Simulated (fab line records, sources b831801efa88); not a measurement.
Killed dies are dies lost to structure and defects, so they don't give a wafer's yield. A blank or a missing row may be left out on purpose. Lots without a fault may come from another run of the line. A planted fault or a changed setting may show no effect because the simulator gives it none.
Which tool did it? | flow gf180mcu | 12 lots, 36 wafers sampled, at 3 steps of a route of 602

WHAT THE GAUGES READ, wafer by wafer
GF_V3_THK_MEAS_01.
lot  | measured     | on            | V3_CVD_00_THK (nm)
L075 | day 22 00:08 | film_metro-02 | 593 610 588
L077 | day 22 16:03 | film_metro-02 | 605 603 606
L079 | day 23 09:51 | film_metro-03 | 585 590 589
L081 | day 24 06:26 | film_metro-01 | 597 598 604
L083 | day 24 17:45 | film_metro-03 | 600 601 601
L085 | day 25 10:14 | film_metro-03 | 599 605 598
L087 | day 26 05:39 | film_metro-01 | 611 614 606
L089 | day 26 14:24 | film_metro-03 | 601 604 611
L091 | day 27 06:44 | film_metro-03 | 610 603 603
L093 | day 28 03:14 | film_metro-03 | 604 602 599
L095 | day 28 07:40 | film_metro-01 | 616 604 601
L097 | day 29 04:10 | film_metro-02 | 603 601 603

WHICH TOOL RAN EACH LOT (tool, then ch and the chambers of the sampled wafers, then the start)
lot  | GF_M2_SPUTTER_03             | GF_M3_STRIP_17
L075 | pvd_sputter-02, day 18 20:02 | plasma_asher-01 ch 0,1, day 21 23:29
L077 | pvd_sputter-03, day 19 12:23 | plasma_asher-01 ch 0,1, day 22 15:28
L079 | pvd_sputter-04, day 20 07:18 | plasma_asher-04 ch 0,1, day 23 09:05
L081 | pvd_sputter-03, day 21 05:41 | plasma_asher-03 ch 0,1, day 24 05:49
L083 | pvd_sputter-04, day 21 16:53 | plasma_asher-04 ch 0,1, day 24 17:08
L085 | pvd_sputter-03, day 22 11:33 | plasma_asher-04 ch 0,1, day 25 09:38
L087 | pvd_sputter-02, day 23 08:50 | plasma_asher-04 ch 0,1, day 26 05:02
L089 | pvd_sputter-03, day 23 16:51 | plasma_asher-03 ch 0,1, day 26 13:45
L091 | pvd_sputter-02, day 24 11:49 | plasma_asher-04 ch 0,1, day 27 06:08
L093 | pvd_sputter-02, day 25 09:18 | plasma_asher-01 ch 0,1, day 28 02:36
L095 | pvd_sputter-03, day 25 15:33 | plasma_asher-01 ch 0,1, day 28 07:01
L097 | pvd_sputter-02, day 26 11:42 | plasma_asher-03 ch 1, day 29 03:25
- GF_M2_SPUTTER_03: material Ti, target thk 10 nm, time 6.7 s.
- GF_M3_STRIP_17: strips in O2/N2.

THE ANSWER, worked out from the rows above alone
Rule: what is usual is taken from the lots themselves. Put in order of their means at a reading, lots are off if they are a third of the lots or fewer, leave a main group of 4 or more, and stand apart from it by a gap of 3 or more times the standard deviation of the main group's means; of several such gaps the widest counts. A main group whose means are all the same, to the digits that the tables above print for the reading, isn't used. A lot without any number at a reading at which 4 lots or more have one is off too. The other lots that the step has rows for count as sound.
No lot is off at any reading shown: from this, nothing can be told.

WHAT THE SIMULATOR HAD PUT IN
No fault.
